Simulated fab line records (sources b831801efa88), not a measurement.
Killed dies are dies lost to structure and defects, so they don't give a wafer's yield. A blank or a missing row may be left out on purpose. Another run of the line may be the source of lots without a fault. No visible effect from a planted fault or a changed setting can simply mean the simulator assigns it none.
A single fault, viewed from 2 desks :: flow sky130 :: each desk has only its own numbers; what lay behind them comes last

THE TOOL OWNER'S DESK: cmp-01
The tool's own readings at SKY_LI_CONTACT_CMP_02 (polishes PSG): means of the sampled wafers that have a number, for each lot that ran on this tool. If a lot's mean is further than 4 standard deviations from the usual mean, the lot is out of limits and carries the mark OUT (the distance appears in the brackets).
Columns: A = motorCurrentA at SKY_LI_CONTACT_CMP_02, usual 12.7 A; B = slurryFilterDpKPa at SKY_LI_CONTACT_CMP_02, usual 13.47 kPa; C = timeToEndpointS at SKY_LI_CONTACT_CMP_02, usual 30 s
lot: L429
first seen here: day 28 08:23
A: 12.0
B: 13.50
C: 27

lot: L432
first seen here: day 29 10:05
A: 13.7
B: 13.37
C: 30

lot: L433
first seen here: day 29 17:19
A: 12.9
B: 13.63
C: 41

lot: L434
first seen here: day 30 03:35
A: 13.1
B: 13.41
C: 40

lot: L443
first seen here: day 33 08:18
A: 13.4
B: 13.52
C: 32

lot: L445
first seen here: day 33 17:11
A: 11.8
B: 13.60
C: 32

lot: L448
first seen here: day 34 21:36
A: 11.9
B: 13.44
C: 26

lot: L449
first seen here: day 35 08:14
A: 13.5
B: 13.51
C: 29

lot: L450
first seen here: day 35 11:45
A: 13.2
B: 13.33
C: 32
This desk's finding: nothing out of limits on any of the 9 lots.

THE METROLOGY DESK
What the gauges read, lot by lot, whatever tool the lot ran on: means of the sampled wafers that have a number. If a lot's mean is further than 4 standard deviations from the usual mean, the lot is out of limits and carries the mark OUT (the distance appears in the brackets).
Columns: A = cdNm at SKY_SD_N_CD_MEAS_07, usual 379.2 nm; B = SD_P_RS at SKY_SD_N_RS_MEAS_17, usual 147.1 ohm/sq
lot: L428
first seen here: day 27 21:11
A: 382.5
B: 147.5

lot: L429
first seen here: day 28 07:03
A: 375.8
B: 147.5

lot: L432
first seen here: day 29 08:43
A: 384.2
B: 147.1

lot: L433
first seen here: day 29 15:53
A: 378.5
B: 146.6

lot: L434
first seen here: day 30 02:13
A: 374.9
B: 147.0

lot: L443
first seen here: day 33 06:52
A: 374.3
B: 147.6

lot: L444
first seen here: day 33 12:13
A: 376.7
B: 146.8

lot: L445
first seen here: day 33 15:46
A: 384.2
B: 147.1

lot: L447
first seen here: day 34 14:16
A: 379.0
B: 147.3

lot: L448
first seen here: day 34 20:15
A: 381.2
B: 147.2

lot: L449
first seen here: day 35 06:51
A: 381.0
B: 147.1

lot: L450
first seen here: day 35 10:23
A: 377.1
B: 147.2
This desk's finding: nothing out of limits on any of the 12 lots.

BROUGHT TOGETHER
The desk of the tool owner found nothing out of limits.
At the metrology desk, nothing out of limits was observed.

WHAT THE SIMULATOR PUT IN
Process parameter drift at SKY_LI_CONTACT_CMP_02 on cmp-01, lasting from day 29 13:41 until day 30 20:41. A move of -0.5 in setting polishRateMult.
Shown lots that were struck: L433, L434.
